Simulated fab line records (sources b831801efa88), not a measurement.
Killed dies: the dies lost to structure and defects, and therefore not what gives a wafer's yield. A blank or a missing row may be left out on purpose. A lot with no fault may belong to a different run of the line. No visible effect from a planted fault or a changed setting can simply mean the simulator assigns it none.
Split-lot study	flow sky130	23 wafers read across 5 lots, on a route 708 steps long

== ON THE SPLIT ==
At SKY_CAPM_SPUTTER_02 (material TiN, target thk 200 nm, time 166.7 s), the setting time-s was moved away from the recipe's 166.7 s on 10 of the 23 wafers read, by -7.9% to +11.3%. This setting was run at the recipe's value on the other wafers.

== FROM THE SPLIT TO THE READING: what the file shows between them, 2 steps ==
- SKY_CAPM_RS_MEAS_03: measures by four-point-probe
- SKY_CAPM_THK_MEAS_04: measures by xrf

== THE READING ==
oes-product-au, in a.u., at SKY_CAPM_METAL_ETCH_13 (etches TiN in Cl2/BCl3, stops on SiO2, target depth 220 nm, time 62.9 s). On this fab line, fault-free wafers typically give 0.940 a.u. with a standard deviation of 0.0068 a.u.

wafer	tool, chamber at the split	time-s as run, s	against the recipe	oes-product-au, a.u.	against lot-mates on the recipe
L075.1	pvd-sputter-04, -	166.7	recipe	0.929	-
L075.2	pvd-sputter-04, -	153.5	-7.9%	0.892	-0.038
L075.4	pvd-sputter-04, -	166.7	recipe	0.933	-
L075.5	pvd-sputter-04, -	166.7	recipe	0.929	-
L075.6	pvd-sputter-04, -	153.5	-7.9%	0.881	-0.049
L076.2	pvd-sputter-04, -	166.7	recipe	0.950	-
L076.5	pvd-sputter-04, -	166.7	recipe	0.942	-
L076.6	pvd-sputter-04, -	166.7	recipe	0.944	-
L081.1	pvd-sputter-02, -	166.7	recipe	0.946	-
L081.2	pvd-sputter-02, -	185.6	+11.3%	1.004	+0.065
L081.3	pvd-sputter-02, -	166.7	recipe	0.933	-
L081.4	pvd-sputter-02, -	185.6	+11.3%	0.994	+0.054
L081.5	pvd-sputter-02, -	185.6	+11.3%	1.006	+0.067
L083.1	pvd-sputter-03, -	176.9	+6.1%	0.979	+0.037
L083.2	pvd-sputter-03, -	176.9	+6.1%	0.963	+0.021
L083.3	pvd-sputter-03, -	176.9	+6.1%	0.968	+0.026
L083.4	pvd-sputter-03, -	166.7	recipe	0.945	-
L083.6	pvd-sputter-03, -	166.7	recipe	0.938	-
L085.1	pvd-sputter-04, -	166.7	recipe	0.939	-
L085.3	pvd-sputter-04, -	180.5	+8.3%	0.961	+0.023
L085.4	pvd-sputter-04, -	166.7	recipe	0.937	-
L085.5	pvd-sputter-04, -	166.7	recipe	0.938	-
L085.6	pvd-sputter-04, -	180.5	+8.3%	0.979	+0.041

THE FIT
A straight line over all 23 wafers: oes-product-au changes by +0.00548 a.u. for each +1% of time-s; r = +0.97; the points scatter about the line by 0.0082 a.u.
The same after taking each lot's own level away (the mean of its wafers on the recipe; 23 wafers): +0.00514 a.u. for each +1%; r = +0.98; scatter 0.0064 a.u.
According to that fit, moving time-s by its largest amount changes the reading by 0.058 a.u.
The lots' own levels span 0.9303 to 0.9453 a.u., that is 2.2 times the standard deviation above.
The two slopes are in agreement: the lot-to-lot level therefore moves the slope only a little.
Check: +0.0557 a.u. against its lot-mates is what the line predicts for one of the wafers moved furthest among these (+11.3%) when that wafer is left out of the fit. It came out at +0.0645 a.u. against them.

== THESE WAFERS: OTHER SPLITS ==
Note: prior to the reading, these wafers also went through further splits. Each is held against what the fit with the lots' levels taken away leaves over:
other split on the same wafers	wafers away from the commonest value	r with oes-product-au (lot level and that fit taken away)
SKY_METAL2_COAT_10 spin-rpm	8	-0.29
SKY_METAL2_DEVELOP_14 dev-temp-c	10	-0.53
SKY_VIA2_EXPOSE_09 dose-mj	5	-0.07
SKY_VIA2_ETCH_14 source-w	12	+0.04
SKY_METAL3_SPUTTER_00 power-w	8	-0.22

== THE WHOLE CHAIN: every reading that the file lists as answering this split, in the file's order ==
step	what it does	reading	change (the file's fit)	r (the file's)
SKY_CAPM_SPUTTER_02	material TiN, target thk 200 nm, time 166.7 s	TiN_of_CAPM_SPUTTER_02.thk-nm (the simulator's own value, which no gauge read)	+2.01 nm for each +1% of the setting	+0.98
SKY_CAPM_RS_MEAS_03	measures by four-point-probe	CAPM_TIN_RS	-0.0673 for each +1% of the setting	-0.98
SKY_CAPM_THK_MEAS_04	measures by xrf	CAPM_TIN_THK	+2.01 for each +1% of the setting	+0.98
SKY_CAPM_METAL_ETCH_13	etches TiN in Cl2/BCl3, stops on SiO2, target depth 220 nm, time 62.9 s	oes-product-au	+0.00497 a.u. for each +1% of the setting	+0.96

== THE FILE'S OWN FIT ==
oes-product-au changes by +0.00497 a.u. for each +1% of time-s, r = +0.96.
